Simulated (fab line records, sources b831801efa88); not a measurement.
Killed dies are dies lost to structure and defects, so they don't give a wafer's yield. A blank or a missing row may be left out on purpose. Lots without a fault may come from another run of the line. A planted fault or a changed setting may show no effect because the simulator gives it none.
A struck lot beside a sound one | flow sky130 | 22 steps out of a route of 708
Sound: wafers L366.1, L366.2, L366.6. Struck: wafers L374.3, L374.4, L374.5. The cause comes at the end.
At each step with rows: each side's tool, then ch and its chambers, then its first start. Under that, the readings that differ: sound wafers | struck wafers | difference of the means | sigmas: that difference in standard deviations of wafers without a fault.
alike: readings whose means differ by less than 2 such deviations, and words and numbers that are the same on both sides. not compared: withheld readings, readings that some wafer has no value for, bounds like >300 that may hide the same value, and numbers for which the record gives no deviation and whose values overlap.
The two part at a step that has a row with sigmas, a row that says differs or no value, or rows on one side only. Numbers that don't overlap but have no deviation are shown without sigmas and don't part them. A reading that every wafer of one side lacks parts them only if that side has two wafers or more.

first, 8 steps without rows for these wafers: SKY_DNWELL_DEHYDRATE_00 (time 60 s); SKY_DNWELL_HMDS_01 (prime time 60 s); SKY_DNWELL_COAT_02 (resist thk 3000 nm); SKY_DNWELL_SOFTBAKE_03; SKY_DNWELL_EXPOSE_04 (exposes mask DNM, target cd 3000 nm); SKY_DNWELL_PEB_05; SKY_DNWELL_DEVELOP_06 (develop time 60 s); SKY_DNWELL_IMPLANT_07.
SKY_DNWELL_STRIP_08: strips in O2/N2.
  sound on plasma_asher-03 ch 0,1, day 3 13:41; struck on plasma_asher-02 ch 0,1, day 5 04:49
  alike: chamber_pressure_mTorr, drypump_motor_current_A, oes_product_au, strip_time_to_endpoint_s
  not compared: rf_hours_counter_h
SKY_DNWELL_TW_MEAS_09:
  sound on film_metro-04, day 3 13:47; struck on film_metro-04, day 5 04:54
  alike: DNWELL_TW
then, 2 steps without rows for these wafers: SKY_PWDE_DEHYDRATE_00 (time 60 s); SKY_PWDE_HMDS_01 (prime time 60 s).
SKY_PWDE_COAT_02: resist thk 3000 nm.
  sound on litho_track-03 ch 0, day 3 20:27; struck on litho_track-02 ch 0, day 5 13:59
  reading                                | sound          | struck         | difference | sigmas
  model.coat_of_PWDE_COAT_02.thk_nm (nm) | 3010 3005 3007 | 1238 1233 1240 | -1770      |
then, 3 steps without rows for these wafers: SKY_PWDE_SOFTBAKE_03; SKY_PWDE_EXPOSE_04 (exposes mask PWDEM, target cd 840 nm); SKY_PWDE_PEB_05.
SKY_PWDE_DEVELOP_06: develop time 60 s.
  sound on litho_track-04 ch 0; struck on litho_track-02 ch 0
  reading                                | sound          | struck         | difference | sigmas
  model.coat_of_PWDE_COAT_02.thk_nm (nm) | 3006 3001 3003 | 1233 1229 1236 | -1771      |
SKY_PWDE_OVL_MEAS_07:
  sound on overlay-01, day 4 04:41; struck on overlay-01, day 5 22:47
  alike: PWDE_OVL
then, 1 step without rows for these wafers: SKY_PWDE_IMPLANT_08.
SKY_PWDE_STRIP_09: strips in O2/N2.
  sound on plasma_asher-03 ch 0,1, day 4 04:53; struck on plasma_asher-02 ch 0,1, day 5 23:00
  reading                      | sound             | struck            | difference | sigmas
  oes_product_au (a.u.)        | 0.725 0.720 0.727 | 0.713 0.711 0.714 | -0.011     | -2
  strip_time_to_endpoint_s (s) | 37.03 36.98 37.00 | 16.35 16.30 16.31 | -20.68     | -99 or more
  alike: chamber_pressure_mTorr, drypump_motor_current_A
  not compared: rf_hours_counter_h
SKY_PWDE_TW_MEAS_10:
  sound on film_metro-03, day 4 04:59; struck on film_metro-04, day 5 23:05
  alike: PWDE_TW
-- the record jumps here: 42 days lie between the struck wafers' starts before and after (it left off in module PWDE and takes up again in module PAD_OPEN, whose first step shown is number 708 of the route) --
SKY_PAD_OPEN_PROBE_99:
  sound on prober-01, day 46 07:01; struck on prober-01, day 47 21:40
  reading             | sound    | struck      | difference | sigmas
  killed_at_front_end | 19 15 15 | 242 232 243 | +223       | +45
  killed_dies         | 94 98 91 | 312 310 316 | +218       | +22
  killed_on_rim       | 21 22 20 | 87 92 90    | +69        | +19
  alike: killed_at_M0_to_M3, killed_at_M4_up, killed_at_contacts, killed_at_other, killed_open, killed_short

WHERE THEY PART
First at SKY_PWDE_STRIP_09; last, within this record, at SKY_PAD_OPEN_PROBE_99.

WHY: what the simulator had put in
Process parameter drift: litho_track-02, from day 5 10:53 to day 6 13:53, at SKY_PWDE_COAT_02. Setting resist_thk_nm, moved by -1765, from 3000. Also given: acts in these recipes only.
